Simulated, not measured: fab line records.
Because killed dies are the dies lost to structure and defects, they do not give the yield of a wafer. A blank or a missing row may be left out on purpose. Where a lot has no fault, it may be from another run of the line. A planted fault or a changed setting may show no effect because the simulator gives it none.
Which tool is to blame? :: flow sky130 :: 13 lots, 39 wafers sampled, at 4 steps of a route of 708

WHAT THE GAUGES READ, wafer by wafer
SKY_NWELL_RS_MEAS_29: a four-point-probe measurement.
lot: L340
measured: day 5 12:43
on: filmMetro-02
NWELL_RS (ohm/sq): 624.7 625.0 626.5

lot: L341
measured: day 5 14:56
on: filmMetro-04
NWELL_RS (ohm/sq): 627.2 624.2 625.0

lot: L342
measured: day 5 22:52
on: filmMetro-04
NWELL_RS (ohm/sq): 623.6 625.2 626.1

lot: L343
measured: day 6 03:16
on: filmMetro-02
NWELL_RS (ohm/sq): 593.9 594.5 594.9

lot: L347
measured: day 7 09:26
on: filmMetro-04
NWELL_RS (ohm/sq): 624.1 623.5 624.8

lot: L349
measured: day 7 19:29
on: filmMetro-02
NWELL_RS (ohm/sq): 627.2 626.2 626.8

lot: L352
measured: day 8 13:19
on: filmMetro-02
NWELL_RS (ohm/sq): 595.1 595.4 596.1

lot: L354
measured: day 9 03:52
on: filmMetro-04
NWELL_RS (ohm/sq): 593.5 594.9 594.9

lot: L357
measured: day 9 21:13
on: filmMetro-02
NWELL_RS (ohm/sq): 627.0 625.7 625.1

lot: L359
measured: day 10 11:32
on: filmMetro-01
NWELL_RS (ohm/sq): 625.9 625.9 625.0

lot: L360
measured: day 10 18:00
on: filmMetro-04
NWELL_RS (ohm/sq): 622.6 623.4 625.4

lot: L361
measured: day 11 05:24
on: filmMetro-04
NWELL_RS (ohm/sq): 625.6 626.2 625.1

lot: L362
measured: day 11 10:16
on: filmMetro-02
NWELL_RS (ohm/sq): 627.6 626.5 627.2

SKY_GATE_OXIDE_OVL_MEAS_10.
lot: L340
measured: day 14 06:25
on: overlay-02
GATE_OXIDE_OVL (nm): 0.6 0.4 0.4

lot: L341
measured: day 14 06:43
on: overlay-01
GATE_OXIDE_OVL (nm): 0.0 -1.9 -0.1

lot: L342
measured: day 14 23:04
on: overlay-01
GATE_OXIDE_OVL (nm): -1.0 0.8 -0.6

lot: L343
measured: day 15 10:52
on: overlay-02
GATE_OXIDE_OVL (nm): 1.4 1.2 1.5

lot: L347
measured: day 16 23:04
on: overlay-01
GATE_OXIDE_OVL (nm): -0.9 0.4 -0.8

lot: L349
measured: day 17 13:46
on: overlay-01
GATE_OXIDE_OVL (nm): 2.6 1.6 0.6

lot: L352
measured: day 18 16:19
on: overlay-02
GATE_OXIDE_OVL (nm): 0.3 -0.6 0.1

lot: L354
measured: day 19 03:55
on: overlay-01
GATE_OXIDE_OVL (nm): -1.4 -1.4 -0.7

lot: L357
measured: day 20 02:03
on: overlay-01
GATE_OXIDE_OVL (nm): -0.5 1.9 -0.5

lot: L359
measured: day 20 19:19
on: overlay-02
GATE_OXIDE_OVL (nm): -0.2 1.3 2.0

lot: L360
measured: day 21 07:10
on: overlay-02
GATE_OXIDE_OVL (nm): -0.9 1.8 0.3

lot: L361
measured: day 22 07:10
on: overlay-01
GATE_OXIDE_OVL (nm): 0.6 1.9 0.8

lot: L362
measured: day 22 07:48
on: overlay-01
GATE_OXIDE_OVL (nm): -0.9 0.3 -0.6

SKY_POLY_GATE_THK_MEAS_21.
lot: L340
measured: day 17 02:20
on: filmMetro-04
POLY_GATE_OXIDATION_THK (nm): 4.04 4.00 4.09

lot: L341
measured: day 17 02:20
on: filmMetro-03
POLY_GATE_OXIDATION_THK (nm): 4.05 4.04 4.09

lot: L342
measured: day 18 01:05
on: filmMetro-02
POLY_GATE_OXIDATION_THK (nm): 4.02 4.00 3.92

lot: L343
measured: day 18 08:44
on: filmMetro-03
POLY_GATE_OXIDATION_THK (nm): 3.93 3.89 3.96

lot: L347
measured: day 19 17:19
on: filmMetro-03
POLY_GATE_OXIDATION_THK (nm): 3.86 3.87 3.93

lot: L349
measured: day 20 22:50
on: filmMetro-02
POLY_GATE_OXIDATION_THK (nm): 3.94 3.99 3.99

lot: L352
measured: day 21 14:11
on: filmMetro-03
POLY_GATE_OXIDATION_THK (nm): 3.94 3.97 3.96

lot: L354
measured: day 21 23:19
on: filmMetro-03
POLY_GATE_OXIDATION_THK (nm): 4.01 4.05 4.06

lot: L357
measured: day 22 22:04
on: filmMetro-03
POLY_GATE_OXIDATION_THK (nm): 3.91 3.97 3.92

lot: L359
measured: day 23 14:16
on: filmMetro-03
POLY_GATE_OXIDATION_THK (nm): 4.03 4.06 4.00

lot: L360
measured: day 24 01:53
on: filmMetro-04
POLY_GATE_OXIDATION_THK (nm): 4.07 3.92 3.96

lot: L361
measured: day 25 01:08
on: filmMetro-02
POLY_GATE_OXIDATION_THK (nm): 4.04 4.17 4.13

lot: L362
measured: day 25 02:42
on: filmMetro-03
POLY_GATE_OXIDATION_THK (nm): 4.04 4.13 4.12

TOOL THAT RAN EACH LOT (tool first, then ch and the chambers of the sampled wafers, then the start)
lot: L340
SKY_NWELL_IMPLANT_12: implanter-04 ch 0, day 4 18:33

lot: L341
SKY_NWELL_IMPLANT_12: implanter-01 ch 0, day 4 21:08

lot: L342
SKY_NWELL_IMPLANT_12: implanter-04 ch 0, day 5 03:58

lot: L343
SKY_NWELL_IMPLANT_12: implanter-02 ch 0, day 5 08:07

lot: L347
SKY_NWELL_IMPLANT_12: implanter-02 ch 0, day 6 12:48

lot: L349
SKY_NWELL_IMPLANT_12: implanter-01 ch 0, day 6 22:58

lot: L352
SKY_NWELL_IMPLANT_12: implanter-04 ch 0, day 7 16:43

lot: L354
SKY_NWELL_IMPLANT_12: implanter-02 ch 0, day 8 06:25

lot: L357
SKY_NWELL_IMPLANT_12: implanter-04 ch 0, day 8 22:42

lot: L359
SKY_NWELL_IMPLANT_12: implanter-02 ch 0, day 9 12:24

lot: L360
SKY_NWELL_IMPLANT_12: implanter-02 ch 0, day 9 18:20

lot: L361
SKY_NWELL_IMPLANT_12: implanter-02 ch 0, day 10 04:35

lot: L362
SKY_NWELL_IMPLANT_12: implanter-04 ch 0, day 10 10:06
- SKY_NWELL_IMPLANT_12

AS READ BY THE TOOLS THEMSELVES (means over the sampled wafers that have a number; for cases with no such wafer, the mark the record gives instead)
The record holds no such reading with a usual standard deviation.

THE ANSWER, worked out from the rows above alone
Rule: the usual values come from the lots themselves. The widest of any qualifying gaps counts: lots, ordered by their means at a reading, are off when they make up no more than a third of the lots, leave a main group of 4 or more, and stand apart from it by 3 or more times the standard deviation of that group's means. If all means in a main group match to the digits the tables above print for the reading, that group is not used. A lot without any number at a reading at which 4 lots or more have one is off too. All remaining lots with rows at the step are treated as sound. The gauges are gone through in route order, then the tools' own readings, and for those a lot's mean is taken as printed above. The first step at which some lot is off is used, and at that step the reading that is off furthest; a lot without a number counts as furthest.
Off: at SKY_NWELL_RS_MEAS_29 (NWELL_RS), L343, L352, L354. The main group: mean 625.5 ohm/sq, standard deviation 0.97.
If a tool, at a process step before that reading, ran all the lots that are off and no sound lot after the first of them, it fits. The gauges at SKY_NWELL_RS_MEAS_29 are tried like those tools. None of those tried fits.

WHAT HAD BEEN PUT IN BY THE SIMULATOR
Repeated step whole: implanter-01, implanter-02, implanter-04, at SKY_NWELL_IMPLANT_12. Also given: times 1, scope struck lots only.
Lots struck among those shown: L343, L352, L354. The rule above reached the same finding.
